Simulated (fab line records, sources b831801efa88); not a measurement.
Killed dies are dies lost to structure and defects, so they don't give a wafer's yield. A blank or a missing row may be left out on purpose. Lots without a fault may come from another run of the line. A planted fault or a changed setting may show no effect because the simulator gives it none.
fab line records | flow sky130
record lots=12 wafers=36 last_day=51
route steps=708 shown METAL4@629 PAD_OPEN@708
lots that met no fault: from a run of the same line without faults
start_h: hours from the record's first day to the start of the lot's first wafer shown | wait_h: hours since the lot's step before | " the same as in the row above | L1.1+2: a row that stands for several wafers | - no value, or no start given | * or withheld: withheld | < > ~ a bound
route shown NAME@n: a module of which the file shows steps, and the number in the route of the first | usual: mean/standard deviation of fault-free wafers | same: alike in all rows | chamber/n: place in a boat | sites: the reading at each site | _std_site: their standard deviation | _edge_site: outer sites' mean less inner sites' | radius_mm: how far each site lies from the wafer's centre | mask NAME#n: copy n | behind: the tool/chamber that last shaped the wafer | hold: why the lot was held/for how many hours/how that ended | device: the transistor (n, p or np) that didn't switch | end of line: the same wafers' tests at the end of the route | a step without rows: its recipe alone | killed: dies lost to structure and defects at the first sort, not the wafer's yield | map: a wafer's dies, x killed, . not, _ none there
set.NAME: the setting as run; set.NAME@STEP: as run at that earlier step | model.NAME: the simulator's own value behind a step, which no gauge read
steps of the route over a sample of lots; a table a step, a row a wafer
services: from which hour (start_h, from the record's first day; less than 0 if before it) a tool's chamber was out of use, for how many hours, and why
## steps
# step SKY_METAL4_CD_MEAS_13
# recipe target_cd_nm=300
# usual cd_nm=299.8/1.3
# columns lot.wafer tool chamber start_h wait_h cd_nm
L903.1 cd_sem-01 - 1010.99 - 298.5
L903.3 " - " " 299.8
L903.6 " - " " 300.2
L905.3 cd_sem-01 - 1021.73 - 301.1
L905.5 " - " " 301.2
L905.6 " - " " 299.7
L907.1 cd_sem-01 - 1043.69 - 301.4
L907.4 " - " " 302.9
L907.6 " - " " 302.1
L908.1 cd_sem-02 - 1049.19 - 299.4
L908.3 " - " " 299.4
L908.5 " - " " 298.3
L910.1 cd_sem-02 - 1065.94 - 300.4
L910.2 " - " " 300.3
L910.5 " - " " 300.3
L911.1 cd_sem-02 - 1066.24 - 298.2
L911.3 " - " " 298.3
L911.5 " - " " 298.4
L914.4 cd_sem-01 - 1083.05 - 298.5
L914.5 " - " " 298.2
L914.6 " - " " 298.4
L916.1 cd_sem-01 - 1091.74 - 300.6
L916.2 " - " " 299.7
L916.3 " - " " 300.6
L915.2 cd_sem-02 - 1092.26 - 300.9
L915.5 " - " " 301.0
L915.6 " - " " 301.2
L923.3 cd_sem-01 - 1121.98 - 300.1
L923.4 " - " " 298.2
L923.5 " - " " 299.5
L924.1 cd_sem-02 - 1131.49 - 299.8
L924.2 " - " " 297.4
L924.4 " - " " 298.1
L925.4 cd_sem-01 - 1140.75 - 300.6
L925.5 " - " " 300.0
L925.6 " - " " 298.9
# step SKY_METAL4_OVL_MEAS_14
# usual METAL4_OVL=-1/5.1
# columns lot.wafer tool chamber start_h wait_h METAL4_OVL[nm]
L903.1 overlay-01 - 1011.11 0.1 6
L903.3 " - " " 5
L903.6 " - " " -2
L905.3 overlay-01 - 1021.82 0.1 -8
L905.5 " - " " -3
L905.6 " - " " -5
L907.1 overlay-01 - 1043.81 0.1 2
L907.4 " - " " -4
L907.6 " - " " -8
L908.1 overlay-02 - 1049.31 0.1 0
L908.3 " - " " -1
L908.5 " - " " -4
L910.1 overlay-01 - 1066.06 0.1 -6
L910.2 " - " " -4
L910.5 " - " " 0
L911.1 overlay-01 - 1066.36 0.1 -14
L911.3 " - " " -20
L911.5 " - " " -11
L914.4 overlay-01 - 1083.13 0.1 0
L914.5 " - " " -7
L914.6 " - " " 6
L916.1 overlay-01 - 1091.86 0.1 -5
L916.2 " - " " -11
L916.3 " - " " -1
L915.2 overlay-02 - 1092.37 0.1 2
L915.5 " - " " -1
L915.6 " - " " -5
L923.3 overlay-02 - 1122.07 0.1 0
L923.4 " - " " -6
L923.5 " - " " -3
L924.1 overlay-01 - 1131.61 0.1 -2
L924.2 " - " " -1
L924.4 " - " " -4
L925.4 overlay-01 - 1140.83 0.1 5
L925.5 " - " " -7
L925.6 " - " " 6
# step SKY_METAL4_METAL_ETCH_18
# recipe target_depth_a=8450 stop_on=SiO2 over_etch_frac=0.3 time_s=183.1 chemistry=Cl2/BCl3 resist_sidewall_deg=88 pressure_mtorr=10 icp_w=900 bias_w=48.5 Cl2_flow_sccm=60 bcl3_flow_sccm=30
# usual bcl3_flow_sccm=29.98/0.088 drypump_motor_current_A=6.01/0.27 oes_product_au=0.864/0.0064 throttle_valve_pct=22.262/0.0092
# columns lot.wafer tool chamber start_h wait_h bcl3_flow_sccm drypump_motor_current_A oes_product_au rf_hours_counter_h throttle_valve_pct
L903.1 rie_metal-03 0 1011.30 0.0 29.98 6.15 0.862 18 22.266
L903.3 " 0 " " 29.96 6.18 0.857 - 22.255
L903.6 " 0 " " 30.14 6.16 0.862 - 22.271
L905.3 rie_metal-02 1 1022.05 0.1 30.06 6.30 0.858 - 22.245
L905.5 " 1 " " 29.95 6.27 0.872 - 22.261
L905.6 " 0 " " 30.14 5.86 0.859 - 22.262
L907.1 rie_metal-03 0 1043.99 0.0 30.04 6.14 0.859 20 22.246
L907.4 " 0 " " 29.83 6.15 0.851 - 22.245
L907.6 " 1 " " 29.99 5.80 0.845 - 22.270
L908.1 rie_metal-02 1 1049.50 0.0 30.08 6.26 0.869 21 22.255
L908.3 " 1 " " 30.14 6.27 0.870 - 22.260
L908.5 " 1 " " 30.06 6.30 0.863 - 22.247
L910.1 rie_metal-03 1 1066.24 0.0 29.98 5.83 0.873 12 22.257
L910.2 " 0 " " 30.05 6.14 0.870 22 22.282
L910.5 " 0 " " 29.97 6.13 0.864 - 22.264
L911.1 rie_metal-04 1 1066.55 0.0 29.97 6.48 0.859 12 22.261
L911.3 " 0 " " 29.90 5.64 0.859 - 22.260
L911.5 " 0 " " 29.73 5.63 0.859 - 22.269
L914.4 rie_metal-04 0 1083.35 0.1 29.96 5.65 0.865 - 22.259
L914.5 " 1 " " 30.07 6.50 0.869 - 22.258
L914.6 " 0 " " 29.95 5.63 0.867 - 22.271
L916.1 rie_metal-03 0 1092.04 0.0 29.88 6.16 0.863 24 22.253
L916.2 " 1 " " 30.04 5.82 0.869 14 22.273
L916.3 " 1 " " 29.94 5.81 0.865 - 22.257
L915.2 rie_metal-04 0 1092.55 0.0 30.02 5.64 0.870 18 22.274
L915.5 " 1 " " 30.00 6.53 0.853 - 22.265
L915.6 " 0 " " 29.89 5.65 0.859 - 22.249
L923.3 rie_metal-03 0 1122.31 0.1 30.14 6.19 0.854 - 22.259
L923.4 " 1 " " 29.96 5.83 0.865 - 22.267
L923.5 " 0 " " 30.08 6.17 0.863 - 22.261
L924.1 rie_metal-03 1 1131.80 0.0 30.02 5.83 0.867 18 22.260
L924.2 " 0 " " 30.13 6.12 0.862 26 22.266
L924.4 " 0 " " 29.96 6.12 0.865 - 22.258
L925.4 rie_metal-03 1 1141.06 0.1 29.93 5.79 0.869 - 22.256
L925.5 " 1 " " 29.82 5.82 0.862 - 22.283
L925.6 " 0 " " 29.79 6.17 0.865 - 22.252
# step SKY_METAL4_STRIP_19
# recipe chemistry=O2/N2 power_w=1400 pressure_mtorr=1500 platen_temp_c=withheld o2_flow_sccm=3000 n2_flow_sccm=300 overash_fraction=0.5
# usual drypump_motor_current_A=5.49/0.28 oes_product_au=0.502/0.006 overash_fraction=0.5/0 strip_time_to_endpoint_s=6.55/0.083
# columns lot.wafer tool chamber start_h wait_h drypump_motor_current_A oes_product_au overash_fraction rf_hours_counter_h strip_time_to_endpoint_s
L903.1 plasma_asher-02 1 1011.47 0.1 5.91 0.507 0.5 27 6.56
L903.3 " 1 " " 5.92 0.502 0.5 - 6.58
L903.6 " 1 " " 5.91 0.499 0.5 - 6.63
L905.3 plasma_asher-02 1 1022.20 0.1 5.93 0.492 0.5 - 6.49
L905.5 " 1 " " 5.92 0.501 0.5 - 6.57
L905.6 " 0 " " 5.68 0.501 0.5 - 6.54
L907.1 plasma_asher-01 1 1044.17 0.1 5.28 0.507 0.5 91 6.63
L907.4 " 0 " " 5.06 0.506 0.5 - 6.66
L907.6 " 1 " " 5.29 0.501 0.5 - 6.52
L908.1 plasma_asher-03 1 1049.67 0.1 5.28 0.496 0.5 123 6.50
L908.3 " 0 " " 5.33 0.498 0.5 - 6.50
L908.5 " 1 " " 5.25 0.505 0.5 - 6.52
L910.1 plasma_asher-03 1 1066.42 0.1 5.26 0.498 0.5 0 6.52
L910.2 " 0 " " 5.33 0.513 0.5 0 6.70
L910.5 " 1 " " 5.29 0.503 0.5 - 6.69
L911.1 plasma_asher-03 1 1066.72 0.1 5.26 0.513 0.5 0 6.66
L911.3 " 1 " " 5.26 0.502 0.5 - 6.64
L911.5 " 0 " " 5.32 0.506 0.5 - 6.53
L914.4 plasma_asher-03 1 1083.51 0.1 5.26 0.510 0.5 - 6.63
L914.5 " 1 " " 5.27 0.508 0.5 - 6.55
L914.6 " 0 " " 5.31 0.503 0.5 - 6.52
L916.1 plasma_asher-02 0 1092.22 0.1 5.66 0.509 0.5 35 6.65
L916.2 " 1 " " 5.90 0.505 0.5 35 6.48
L916.3 " 1 " " 5.91 0.502 0.5 - 6.53
L915.2 plasma_asher-01 0 1092.72 0.1 5.10 0.503 0.5 96 6.62
L915.5 " 1 " " 5.30 0.499 0.5 - 6.57
L915.6 " 0 " " 5.08 0.509 0.5 - 6.58
L923.3 plasma_asher-02 1 1122.46 0.1 5.90 0.508 0.7 - 6.70
L923.4 " 0 " " 5.68 0.503 0.7 - 6.59
L923.5 " 0 " " 5.67 0.503 0.7 - 6.72
L924.1 plasma_asher-02 0 1131.97 0.1 5.71 0.507 0.7 39 6.53
L924.2 " 1 " " 5.93 0.512 0.7 39 6.63
L924.4 " 0 " " 5.70 0.508 0.7 - 6.63
L925.4 plasma_asher-03 0 1141.21 0.1 5.30 0.502 0.5 - 6.44
L925.5 " 1 " " 5.27 0.498 0.5 - 6.43
L925.6 " 0 " " 5.31 0.503 0.5 - 6.58
# step SKY_PAD_OPEN_PROBE_99
# usual defect_limited_yield=82.6/2 killed_at_M0_to_M3=42/6.7 killed_at_M4_up=3.0/1.9 killed_at_contacts=24/5.3 killed_at_front_end=16/4.3 killed_at_other=0.4/0.71 killed_dies=85/9.6 killed_open=46/6.5 killed_short=39/6.7 sort_bin_3_pad_short=0.9/0.46 sort_bin_5_function=10.3/1.3 sort_bin_6_memory=6.2/1.1 sort_n_pass=407/9.6 sort_yield_pct=82.6/2
# same gross_dies=492 killed_at_back_side=0 sort_bin_4_leakage[%]=0 sort_bin_8_speed[%]=0
# columns lot.wafer tool chamber start_h wait_h defect_limited_yield[%] killed_at_M0_to_M3 killed_at_M4_up killed_at_contacts killed_at_front_end killed_at_other killed_dies killed_open killed_short sort_bin_3_pad_short[%] sort_bin_5_function[%] sort_bin_6_memory[%] sort_n_pass sort_yield_pct[%]
L903.1 prober-01 - 1106.04 0.1 83.3 40 5 25 11 1 82 44 38 0.2 7.9 8.5 410 83.3
L903.3 prober-01 - 1106.14 0.2 81.1 43 4 31 15 0 93 52 41 0.6 11.0 7.3 399 81.1
L903.6 prober-01 - 1106.29 0.2 81.1 41 5 28 18 1 93 39 54 1.0 11.0 6.9 399 81.1
L905.3 prober-01 - 1117.25 0.2 80.7 54 5 21 15 0 95 47 48 1.4 10.6 7.3 397 80.7
L905.5 prober-01 - 1117.35 0.2 84.1 28 3 29 17 1 78 39 39 1.0 9.1 5.7 414 84.1
L905.6 prober-01 - 1117.40 0.2 83.7 36 0 22 22 0 80 45 35 0.6 9.6 6.1 412 83.7
L910.1 prober-02 - 1155.10 0.1 84.3 34 1 23 19 0 77 44 33 0.6 9.8 5.3 415 84.3
L910.2 prober-02 - 1155.15 0.1 81.5 46 2 26 17 0 91 55 35 1.2 11.0 6.3 401 81.5
L910.5 prober-02 - 1155.30 0.2 82.7 43 1 22 19 0 85 34 49 0.4 8.7 8.1 407 82.7
L916.1 prober-01 - 1176.67 0.1 81.1 50 3 26 14 0 93 59 34 1.0 9.8 8.1 399 81.1
L916.2 prober-01 - 1176.72 0.1 81.7 52 4 26 8 0 90 53 37 1.2 10.8 6.3 402 81.7
L916.3 prober-01 - 1176.77 0.2 82.3 41 4 29 13 0 87 43 43 1.4 10.8 5.5 405 82.3
L915.2 prober-02 - 1178.59 0.1 86.6 24 1 27 14 0 66 33 33 0.2 9.3 3.9 426 86.6
L915.5 prober-02 - 1178.74 0.2 84.6 43 2 20 11 0 76 41 35 1.4 8.9 5.1 416 84.6
L915.6 prober-02 - 1178.79 0.2 84.3 41 1 13 22 0 77 36 41 1.4 8.9 5.3 415 84.3
L923.3 prober-01 - 1202.36 0.2 85.4 39 1 19 12 1 72 42 30 0.8 8.1 5.7 420 85.4
L923.4 prober-01 - 1202.41 0.2 81.9 49 7 19 14 0 89 50 39 1.6 10.0 6.5 403 81.9
L923.5 prober-01 - 1202.46 0.2 84.1 36 5 26 11 0 78 40 38 1.2 9.6 5.1 414 84.1
# killed by level:class
L903.1 LI_CONTACT:geometric_particle:open=8 VIA2:geometric_particle:open=8 VIA1:geometric_particle:open=7 VIA3:geometric_particle:open=6 CONTACT:geometric_particle:open=6 VIA1:geometric_particle:short=5 POLY_GATE:geometric_particle:open=5 METAL2:geometric_particle:short=5
L903.3 CONTACT:geometric_particle:open=12 VIA1:geometric_particle:open=11 LI_CONTACT:geometric_particle:open=10 VIA2:geometric_particle:open=7 VIA1:geometric_particle:short=6 FIELD_ISO:geometric_particle:short=5 CONTACT:geometric_particle:short=5 VIA3:geometric_particle:open=5
L903.6 VIA1:geometric_particle:open=10 CONTACT:geometric_particle:open=7 LOCAL_INTERCONNECT:geometric_particle:short=6 FIELD_ISO:geometric_particle:open=5 CONTACT:geometric_particle:short=5 LI_CONTACT:geometric_particle:open=5 VIA1:geometric_particle:short=5 METAL1:geometric_particle:short=5
L905.3 VIA2:geometric_particle:open=12 METAL2:geometric_particle:short=8 CONTACT:geometric_particle:open=8 VIA1:geometric_particle:open=8 VIA1:geometric_particle:short=6 METAL1:geometric_particle:short=5 LI_CONTACT:geometric_particle:open=5 FIELD_ISO:geometric_particle:short=4
L905.5 LI_CONTACT:geometric_particle:open=10 CONTACT:geometric_particle:open=8 CONTACT:geometric_particle:short=6 VIA1:geometric_particle:open=5 LI_CONTACT:geometric_particle:short=5 METAL1:geometric_particle:short=5 METAL2:geometric_particle:short=5 POLY_GATE:geometric_particle:open=4
L905.6 METAL2:geometric_particle:short=11 CONTACT:geometric_particle:open=9 FIELD_ISO:geometric_particle:open=8 VIA1:geometric_particle:open=8 LI_CONTACT:geometric_particle:open=6 POLY_GATE:geometric_particle:short=4 LOCAL_INTERCONNECT:geometric_particle:short=4 METAL1:geometric_particle:short=4
L910.1 VIA1:geometric_particle:open=12 POLY_GATE:geometric_particle:open=5 LI_CONTACT:geometric_particle:open=5 LOCAL_INTERCONNECT:geometric_particle:short=5 CONTACT:geometric_particle:open=5 CONTACT:geometric_particle:short=5 METAL1:geometric_particle:short=5 VIA2:geometric_particle:open=5
L910.2 VIA1:geometric_particle:open=19 CONTACT:geometric_particle:open=11 LI_CONTACT:geometric_particle:open=6 FIELD_ISO:geometric_particle:short=4 VIA2:geometric_particle:open=4 POLY_GATE:geometric_particle:short=4 VIA3:geometric_particle:open=4 CONTACT:geometric_particle:short=4
L910.5 METAL1:geometric_particle:short=10 VIA1:geometric_particle:open=8 LI_CONTACT:geometric_particle:open=7 FIELD_ISO:geometric_particle:open=6 CONTACT:geometric_particle:short=6 LOCAL_INTERCONNECT:geometric_particle:short=5 METAL2:geometric_particle:short=5 POLY_GATE:geometric_particle:short=4
L916.1 CONTACT:geometric_particle:open=16 VIA1:geometric_particle:short=11 VIA1:geometric_particle:open=9 VIA2:geometric_particle:open=7 POLY_GATE:geometric_particle:open=6 VIA3:geometric_particle:open=6 LI_CONTACT:geometric_particle:open=4 METAL2:geometric_particle:short=4
L916.2 VIA1:geometric_particle:open=14 LI_CONTACT:geometric_particle:open=9 CONTACT:geometric_particle:open=9 VIA3:geometric_particle:open=9 METAL1:geometric_particle:short=8 METAL2:geometric_particle:short=8 VIA3:geometric_particle:short=5 LOCAL_INTERCONNECT:geometric_particle:short=3
L916.3 CONTACT:geometric_particle:open=9 LI_CONTACT:geometric_particle:open=7 METAL1:geometric_particle:short=7 VIA3:geometric_particle:open=7 LOCAL_INTERCONNECT:geometric_particle:short=6 VIA1:geometric_particle:open=6 CONTACT:geometric_particle:short=5 VIA2:geometric_particle:open=5
L915.2 LI_CONTACT:geometric_particle:open=9 LOCAL_INTERCONNECT:geometric_particle:short=6 VIA1:geometric_particle:open=6 CONTACT:geometric_particle:open=5 VIA3:geometric_particle:open=5 POLY_GATE:geometric_particle:short=4 CONTACT:geometric_particle:short=4 METAL1:geometric_particle:short=3
L915.5 VIA3:geometric_particle:open=8 LI_CONTACT:geometric_particle:open=6 VIA2:geometric_particle:open=6 VIA1:geometric_particle:open=5 VIA2:geometric_particle:short=5 POLY_GATE:geometric_particle:short=4 CONTACT:geometric_particle:short=4 METAL1:geometric_particle:short=4
L915.6 POLY_GATE:geometric_particle:short=8 VIA1:geometric_particle:open=8 METAL1:geometric_particle:short=8 METAL2:geometric_particle:short=6 VIA2:geometric_particle:open=6 LI_CONTACT:geometric_particle:open=5 CONTACT:geometric_particle:open=4 FIELD_ISO:geometric_particle:open=3
L923.3 VIA1:geometric_particle:open=9 VIA3:geometric_particle:open=8 VIA2:geometric_particle:open=7 FIELD_ISO:geometric_particle:short=6 CONTACT:geometric_particle:open=6 LOCAL_INTERCONNECT:geometric_particle:short=4 VIA1:geometric_particle:short=4 LI_CONTACT:geometric_particle:short=3
L923.4 VIA3:geometric_particle:open=10 VIA1:geometric_particle:open=9 CONTACT:geometric_particle:open=8 METAL3:geometric_particle:short=7 VIA3:geometric_particle:short=7 VIA2:geometric_particle:open=5 SPACER:geometric_particle:short=4 SPACER:geometric_particle:open=3
L923.5 VIA1:geometric_particle:open=12 CONTACT:geometric_particle:open=9 LI_CONTACT:geometric_particle:short=7 METAL1:geometric_particle:short=5 CONTACT:geometric_particle:short=4 VIA2:geometric_particle:short=4 VIA2:geometric_particle:open=3 LI_CONTACT:geometric_particle:open=3
## services
# columns tool chamber start_h hours kind
rie_metal-04 - 1028.64 1.4 pm
rie_metal-02 - 1028.82 2.8 pm
plasma_asher-03 - 1055.25 9.0 pm
plasma_asher-03 0 1055.25 9.0 vent_cycle
plasma_asher-03 1 1055.25 9.0 vent_cycle
plasma_asher-03 0 1064.25 - clean
plasma_asher-03 1 1064.25 - clean
plasma_asher-02 - 1066.41 0.5 repair
plasma_asher-03 - 1078.60 2.1 repair
rie_metal-03 0 1099.32 17.1 repair
rie_metal-02 1 1113.04 - clean
rie_metal-02 1 1113.04 - consumable_replace:focus_ring
rie_metal-02 1 1113.04 18.4 scheduled_down
rie_metal-02 1 1113.04 18.4 vent_cycle
plasma_asher-01 - 1118.37 2.7 repair
plasma_asher-02 - 1135.52 2.8 pm
## key
first_sign step=SKY_METAL4_STRIP_19 reading=overash_fraction direction=up sigmas=99+ usual=0.5 struck=0.7
effect none on later readings
met_at SKY_METAL4_STRIP_19
struck_lots L923,L924
not_acting_at SKY_METAL4_CD_MEAS_13,SKY_METAL4_OVL_MEAS_14,SKY_METAL4_METAL_ETCH_18
onset_between 1092.22 1122.46
fault kind=process_parameter_drift tool=plasma_asher-02 chamber=- onset_h=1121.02 steps=SKY_METAL4_STRIP_19 channel=overash_fraction offset=0.2 shape=step end_h=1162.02 acts_in=these_recipes_only stated=0.5
